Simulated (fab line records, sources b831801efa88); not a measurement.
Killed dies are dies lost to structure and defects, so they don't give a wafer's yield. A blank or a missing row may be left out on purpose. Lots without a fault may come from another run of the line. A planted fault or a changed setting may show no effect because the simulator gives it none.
A struck lot beside a sound one | flow sky130 | 15 steps out of a route of 708
Sound: wafers L845.1, L845.2, L845.6. Struck: wafer L848.1. (L848.2, L848.3 of the same lot were not struck and are left out.) The cause comes at the end.
At each step with rows: each side's tool, then ch and its chambers, then its first start. Under that, the readings that differ: sound wafers | struck wafers | difference of the means | sigmas: that difference in standard deviations of wafers without a fault.
alike: readings whose means differ by less than 2 such deviations, and words and numbers that are the same on both sides. not compared: withheld readings, readings that some wafer has no value for, bounds like >300 that may hide the same value, and numbers for which the record gives no deviation and whose values overlap.
The two part at a step that has a row with sigmas, a row that says differs or no value, or rows on one side only. Numbers that don't overlap but have no deviation are shown without sigmas and don't part them. A reading that every wafer of one side lacks parts them only if that side has two wafers or more.

SKY_FIELD_ISO_ETCH_15: etches the open film in CHF3/O2, stops on Si, target depth 180 nm, time 72 s.
  sound on rie_diel-03 ch 0,1,3, day 5 05:13; struck on rie_diel-01 ch 1, day 5 22:14
  alike: drypump_motor_current_A, oes_product_au, throttle_valve_pct
  not compared: rf_hours_counter_h
SKY_FIELD_ISO_STRIP_16: strips in O2/N2.
  sound on plasma_asher-01 ch 0,1, day 5 05:16; struck on plasma_asher-02 ch 0, day 5 22:17
  reading                      | sound             | struck | difference | sigmas
  strip_time_to_endpoint_s (s) | 3.586 3.549 3.598 | 3.506  | -0.072     | -3
  alike: drypump_motor_current_A, oes_product_au
  not compared: rf_hours_counter_h
SKY_FIELD_ISO_ETCH_17: etches Si in HBr/Cl2/O2, target depth 342 nm, time 97.7 s.
  sound on rie_si-01 ch 0,1, day 5 05:22; struck on rie_si-01 ch 0, day 5 22:23
  alike: drypump_motor_current_A, oes_product_au, throttle_valve_pct
  not compared: rf_hours_counter_h
then, 5 steps without rows for these wafers: SKY_FIELD_ISO_WET_ETCH_18 (etches Si3N4 in H3PO4, target depth 25 nm, time 286 s); SKY_FIELD_ISO_CLEAN_19 (cleans in SC1/SC2, time 150 s); SKY_FIELD_ISO_CLEAN_20 (cleans in dHF, time 20 s); SKY_FIELD_ISO_WET_ETCH_21 (etches SiO2 in dHF, target depth 20 nm, time 400 s); SKY_FIELD_ISO_OXIDATION_22 (stabilise 600 s, purge 300 s, target thk 10 nm).
SKY_FIELD_ISO_THK_MEAS_23:
  sound on film_metro-01, day 5 07:16; struck on film_metro-02, day 5 23:55
  alike: FIELD_ISO_OXIDATION_01_THK
then, 1 step without rows for these wafers: SKY_FIELD_ISO_CVD_24 (deposits SiO2, target thk 595 nm, time 99.2 s).
SKY_FIELD_ISO_THK_MEAS_25:
  sound on film_metro-04, day 5 07:24; struck on film_metro-02, day 6 00:02
  alike: FIELD_ISO_CVD_24_THK
then, 1 step without rows for these wafers: SKY_FIELD_ISO_ANNEAL_26 (time 1800 s).
SKY_FIELD_ISO_CMP_27: polishes, stops on Si3N4, t overpolish 16 s, target thk 457.8 nm.
  sound on cmp-02 ch 0,1, day 5 08:58; struck on cmp-01 ch 1, day 6 03:03
  reading              | sound                | struck | difference | sigmas
  overpolish_run_s (s) | 15.994 15.997 16.004 | 22.631 | +6.633     | +99 or more
  t_overpolish_s (s)   | 16 16 16             | 22.629 | +6.629     |
  alike: motor_current_A, retaining_ring_pressure_frac, time_to_endpoint_s
then, 1 step without rows for these wafers: SKY_FIELD_ISO_WET_ETCH_28 (etches SiO2 in dHF, target depth 23.7 nm, time 47 s).
-- the record jumps here: 44 days lie between the struck wafers' starts before and after (it left off in module FIELD_ISO and takes up again in module PAD_OPEN, whose first step shown is number 708 of the route) --
SKY_PAD_OPEN_PROBE_99:
  sound on prober-01, day 49 20:03; struck on prober-01, day 49 23:08
  alike: killed_at_M0_to_M3, killed_at_M4_up, killed_at_contacts, killed_at_front_end, killed_at_other, killed_dies, killed_on_rim, killed_open, killed_short

WHERE THEY PART
First at SKY_FIELD_ISO_STRIP_16; last, within this record, at SKY_FIELD_ISO_CMP_27. Later steps at which nothing parts them and some readings are alike: SKY_PAD_OPEN_PROBE_99.

WHY: what the simulator had put in
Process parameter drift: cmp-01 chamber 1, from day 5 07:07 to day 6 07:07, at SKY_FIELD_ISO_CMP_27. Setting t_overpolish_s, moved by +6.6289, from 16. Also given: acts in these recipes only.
